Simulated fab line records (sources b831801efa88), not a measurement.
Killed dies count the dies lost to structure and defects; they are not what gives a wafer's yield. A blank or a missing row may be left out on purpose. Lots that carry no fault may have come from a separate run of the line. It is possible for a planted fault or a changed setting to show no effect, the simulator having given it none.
Which tool did it? || flow sky130 || Sampling: 10 lots, 30 wafers, 3 of 708 route steps

WHAT THE GAUGES READ, wafer by wafer
SKY_METAL4_OVL_MEAS_14. Usual: METAL4_OVL typically reads -1 nm, with standard deviation 5.7.
{"lot": "L321", "measured": "day 42 08:00", "on": "overlay-02", "METAL4_OVL (nm)": "-1 -3 -3", "flag": ""}
{"lot": "L320", "measured": "day 42 15:32", "on": "overlay-01", "METAL4_OVL (nm)": "-5 2 -2", "flag": ""}
{"lot": "L325", "measured": "day 43 17:05", "on": "overlay-02", "METAL4_OVL (nm)": "-6 0 7", "flag": ""}
{"lot": "L327", "measured": "day 44 03:24", "on": "overlay-02", "METAL4_OVL (nm)": "-3 0 -9", "flag": ""}
{"lot": "L332", "measured": "day 45 13:41", "on": "overlay-01", "METAL4_OVL (nm)": "8 3 11", "flag": ""}
{"lot": "L335", "measured": "day 46 08:32", "on": "overlay-02", "METAL4_OVL (nm)": "-2 -7 10", "flag": ""}
{"lot": "L338", "measured": "day 47 03:56", "on": "overlay-01", "METAL4_OVL (nm)": "6 -1 0", "flag": ""}
{"lot": "L340", "measured": "day 47 06:30", "on": "overlay-02", "METAL4_OVL (nm)": "-6 -8 -12", "flag": ""}
{"lot": "L339", "measured": "day 47 13:36", "on": "overlay-02", "METAL4_OVL (nm)": "-4 -5 -6", "flag": ""}
{"lot": "L342", "measured": "day 47 20:52", "on": "overlay-02", "METAL4_OVL (nm)": "1 -4 1", "flag": ""}

EACH LOT AND THE TOOL THAT RAN IT (in order: tool; ch and the chambers of the sampled wafers; start)
{"lot": "L321", "SKY_VIA3_STRIP_16": "plasma-asher-02 ch 0,1, day 40 05:53", "SKY_CAP2M_METAL_ETCH_13": "rie-metal-01 ch 0,1, day 41 07:16"}
{"lot": "L320", "SKY_VIA3_STRIP_16": "plasma-asher-02 ch 0,1, day 40 13:17", "SKY_CAP2M_METAL_ETCH_13": "rie-metal-01 ch 0,1, day 41 14:58"}
{"lot": "L325", "SKY_VIA3_STRIP_16": "plasma-asher-04 ch 0, day 41 15:50", "SKY_CAP2M_METAL_ETCH_13": "rie-metal-01 ch 0,1, day 42 16:56"}
{"lot": "L327", "SKY_VIA3_STRIP_16": "plasma-asher-03 ch 0,1, day 42 03:05", "SKY_CAP2M_METAL_ETCH_13": "rie-metal-04 ch 0,1, day 43 04:08"}
{"lot": "L332", "SKY_VIA3_STRIP_16": "plasma-asher-03 ch 0,1, day 43 15:11", "SKY_CAP2M_METAL_ETCH_13": "rie-metal-01 ch 0,1, day 44 15:01"}
{"lot": "L335", "SKY_VIA3_STRIP_16": "plasma-asher-03 ch 0, day 44 11:38", "SKY_CAP2M_METAL_ETCH_13": "rie-metal-01 ch 0,1, day 45 10:46"}
{"lot": "L338", "SKY_VIA3_STRIP_16": "plasma-asher-03 ch 0,1, day 45 09:06", "SKY_CAP2M_METAL_ETCH_13": "rie-metal-04 ch 0,1, day 46 07:19"}
{"lot": "L340", "SKY_VIA3_STRIP_16": "plasma-asher-02 ch 0,1, day 45 11:14", "SKY_CAP2M_METAL_ETCH_13": "rie-metal-03 ch 1, day 46 09:55"}
{"lot": "L339", "SKY_VIA3_STRIP_16": "plasma-asher-02 ch 0,1, day 45 18:38", "SKY_CAP2M_METAL_ETCH_13": "rie-metal-03 ch 0,1, day 46 17:22"}
{"lot": "L342", "SKY_VIA3_STRIP_16": "plasma-asher-04 ch 0,1, day 46 02:33", "SKY_CAP2M_METAL_ETCH_13": "rie-metal-04 ch 0,1, day 47 00:16"}
- SKY_VIA3_STRIP_16: strips in O2/N2.
- SKY_CAP2M_METAL_ETCH_13: etches TiN in Cl2/BCl3, stops on SiO2, target depth 220 nm, time 62.9 s.

AS READ BY THE TOOLS THEMSELVES (means over the sampled wafers that have a number; for cases with no such wafer, the mark the record gives instead)
SKY_VIA3_STRIP_16. Usual: chamber-pressure-mTorr 1499.9 mTorr, standard deviation 1.4; drypump-motor-current-A 5.8 A, standard deviation 0.48; o2-flow-sccm 3002 sccm, standard deviation 9.5; oes-product-au 0.402 a.u., standard deviation 0.0048; strip-time-to-endpoint-s 4.131 s, standard deviation 0.028.
{"lot": "L321", "tool": "plasma-asher-02", "chamber-pressure-mTorr (mTorr)": 1498.4, "drypump-motor-current-A (A)": 5.7, "o2-flow-sccm (sccm)": 2996, "oes-product-au (a.u.)": 0.402, "strip-time-to-endpoint-s (s)": 4.129, "flag": ""}
{"lot": "L320", "tool": "plasma-asher-02", "chamber-pressure-mTorr (mTorr)": 1500.5, "drypump-motor-current-A (A)": 5.7, "o2-flow-sccm (sccm)": 2999, "oes-product-au (a.u.)": 0.403, "strip-time-to-endpoint-s (s)": 4.158, "flag": ""}
{"lot": "L325", "tool": "plasma-asher-04", "chamber-pressure-mTorr (mTorr)": 1499.8, "drypump-motor-current-A (A)": 5.8, "o2-flow-sccm (sccm)": 3002, "oes-product-au (a.u.)": 0.403, "strip-time-to-endpoint-s (s)": 4.152, "flag": ""}
{"lot": "L327", "tool": "plasma-asher-03", "chamber-pressure-mTorr (mTorr)": 1499.0, "drypump-motor-current-A (A)": 5.9, "o2-flow-sccm (sccm)": 3002, "oes-product-au (a.u.)": 0.403, "strip-time-to-endpoint-s (s)": 4.118, "flag": ""}
{"lot": "L332", "tool": "plasma-asher-03", "chamber-pressure-mTorr (mTorr)": 1501.3, "drypump-motor-current-A (A)": 6.2, "o2-flow-sccm (sccm)": 2995, "oes-product-au (a.u.)": 0.404, "strip-time-to-endpoint-s (s)": 4.101, "flag": ""}
{"lot": "L335", "tool": "plasma-asher-03", "chamber-pressure-mTorr (mTorr)": 1499.4, "drypump-motor-current-A (A)": 6.5, "o2-flow-sccm (sccm)": 3005, "oes-product-au (a.u.)": 0.402, "strip-time-to-endpoint-s (s)": 4.114, "flag": ""}
{"lot": "L338", "tool": "plasma-asher-03", "chamber-pressure-mTorr (mTorr)": 1500.6, "drypump-motor-current-A (A)": 6.2, "o2-flow-sccm (sccm)": 2998, "oes-product-au (a.u.)": 0.400, "strip-time-to-endpoint-s (s)": 4.142, "flag": ""}
{"lot": "L340", "tool": "plasma-asher-02", "chamber-pressure-mTorr (mTorr)": 1500.6, "drypump-motor-current-A (A)": 5.7, "o2-flow-sccm (sccm)": 3014, "oes-product-au (a.u.)": 0.398, "strip-time-to-endpoint-s (s)": 4.155, "flag": ""}
{"lot": "L339", "tool": "plasma-asher-02", "chamber-pressure-mTorr (mTorr)": 1500.1, "drypump-motor-current-A (A)": 5.5, "o2-flow-sccm (sccm)": 2991, "oes-product-au (a.u.)": 0.399, "strip-time-to-endpoint-s (s)": 4.127, "flag": ""}
{"lot": "L342", "tool": "plasma-asher-04", "chamber-pressure-mTorr (mTorr)": 1499.9, "drypump-motor-current-A (A)": 5.3, "o2-flow-sccm (sccm)": 3009, "oes-product-au (a.u.)": 0.399, "strip-time-to-endpoint-s (s)": 4.112, "flag": ""}

SKY_CAP2M_METAL_ETCH_13. Usual: bcl3-flow-sccm 29.99 sccm, standard deviation 0.09; chamber-pressure-mTorr 9.999 mTorr, standard deviation 0.0091; drypump-motor-current-A 5.7 A, standard deviation 0.57; oes-product-au 0.938 a.u., standard deviation 0.009; rf-fwd-power-W 891.7 W, standard deviation 2.9; throttle-valve-pct 21.903 %, standard deviation 0.011.
{"lot": "L321", "tool": "rie-metal-01", "bcl3-flow-sccm (sccm)": 30.02, "chamber-pressure-mTorr (mTorr)": 9.995, "drypump-motor-current-A (A)": 5.6, "oes-product-au (a.u.)": 0.933, "rf-fwd-power-W (W)": 896.0, "throttle-valve-pct (%)": 21.907, "flag": ""}
{"lot": "L320", "tool": "rie-metal-01", "bcl3-flow-sccm (sccm)": 30.05, "chamber-pressure-mTorr (mTorr)": 9.998, "drypump-motor-current-A (A)": 5.6, "oes-product-au (a.u.)": 0.937, "rf-fwd-power-W (W)": 892.2, "throttle-valve-pct (%)": 21.907, "flag": ""}
{"lot": "L325", "tool": "rie-metal-01", "bcl3-flow-sccm (sccm)": 29.93, "chamber-pressure-mTorr (mTorr)": 10.000, "drypump-motor-current-A (A)": 5.2, "oes-product-au (a.u.)": 0.927, "rf-fwd-power-W (W)": 893.0, "throttle-valve-pct (%)": 21.905, "flag": ""}
{"lot": "L327", "tool": "rie-metal-04", "bcl3-flow-sccm (sccm)": 29.94, "chamber-pressure-mTorr (mTorr)": 10.001, "drypump-motor-current-A (A)": 5.6, "oes-product-au (a.u.)": 0.933, "rf-fwd-power-W (W)": 888.6, "throttle-valve-pct (%)": 21.913, "flag": ""}
{"lot": "L332", "tool": "rie-metal-01", "bcl3-flow-sccm (sccm)": 29.91, "chamber-pressure-mTorr (mTorr)": 9.999, "drypump-motor-current-A (A)": 5.6, "oes-product-au (a.u.)": 0.950, "rf-fwd-power-W (W)": 890.3, "throttle-valve-pct (%)": 21.889, "flag": ""}
{"lot": "L335", "tool": "rie-metal-01", "bcl3-flow-sccm (sccm)": 29.98, "chamber-pressure-mTorr (mTorr)": 9.998, "drypump-motor-current-A (A)": 5.6, "oes-product-au (a.u.)": 0.928, "rf-fwd-power-W (W)": 893.7, "throttle-valve-pct (%)": 21.905, "flag": ""}
{"lot": "L338", "tool": "rie-metal-04", "bcl3-flow-sccm (sccm)": 29.96, "chamber-pressure-mTorr (mTorr)": 9.993, "drypump-motor-current-A (A)": 5.6, "oes-product-au (a.u.)": 0.950, "rf-fwd-power-W (W)": 889.8, "throttle-valve-pct (%)": 21.887, "flag": ""}
{"lot": "L340", "tool": "rie-metal-03", "bcl3-flow-sccm (sccm)": 29.95, "chamber-pressure-mTorr (mTorr)": 10.004, "drypump-motor-current-A (A)": 5.4, "oes-product-au (a.u.)": 0.930, "rf-fwd-power-W (W)": 895.2, "throttle-valve-pct (%)": 21.900, "flag": ""}
{"lot": "L339", "tool": "rie-metal-03", "bcl3-flow-sccm (sccm)": 30.01, "chamber-pressure-mTorr (mTorr)": 9.992, "drypump-motor-current-A (A)": 6.3, "oes-product-au (a.u.)": 0.938, "rf-fwd-power-W (W)": 895.6, "throttle-valve-pct (%)": 21.910, "flag": ""}
{"lot": "L342", "tool": "rie-metal-04", "bcl3-flow-sccm (sccm)": 30.07, "chamber-pressure-mTorr (mTorr)": 9.994, "drypump-motor-current-A (A)": 6.0, "oes-product-au (a.u.)": 0.946, "rf-fwd-power-W (W)": 892.7, "throttle-valve-pct (%)": 21.893, "flag": ""}

THE ANSWER, worked out from the rows above alone
Rule: a lot counts as off when the mean over its wafers that have a number is more than 3 standard deviations away from the usual mean. A lot without any number at a reading at which 4 lots or more have one is off too. Where the step has rows for the other lots, those lots are counted as sound. Order of review: gauges by route order, followed by the tools' own readings, for which a lot's mean as printed above is used. The first step at which some lot is off is used, and at that step the reading that is off furthest; a lot without a number counts as furthest.
Nothing can be told from this: no lot is off at any reading shown.

WHAT THE SIMULATOR HAD INSERTED
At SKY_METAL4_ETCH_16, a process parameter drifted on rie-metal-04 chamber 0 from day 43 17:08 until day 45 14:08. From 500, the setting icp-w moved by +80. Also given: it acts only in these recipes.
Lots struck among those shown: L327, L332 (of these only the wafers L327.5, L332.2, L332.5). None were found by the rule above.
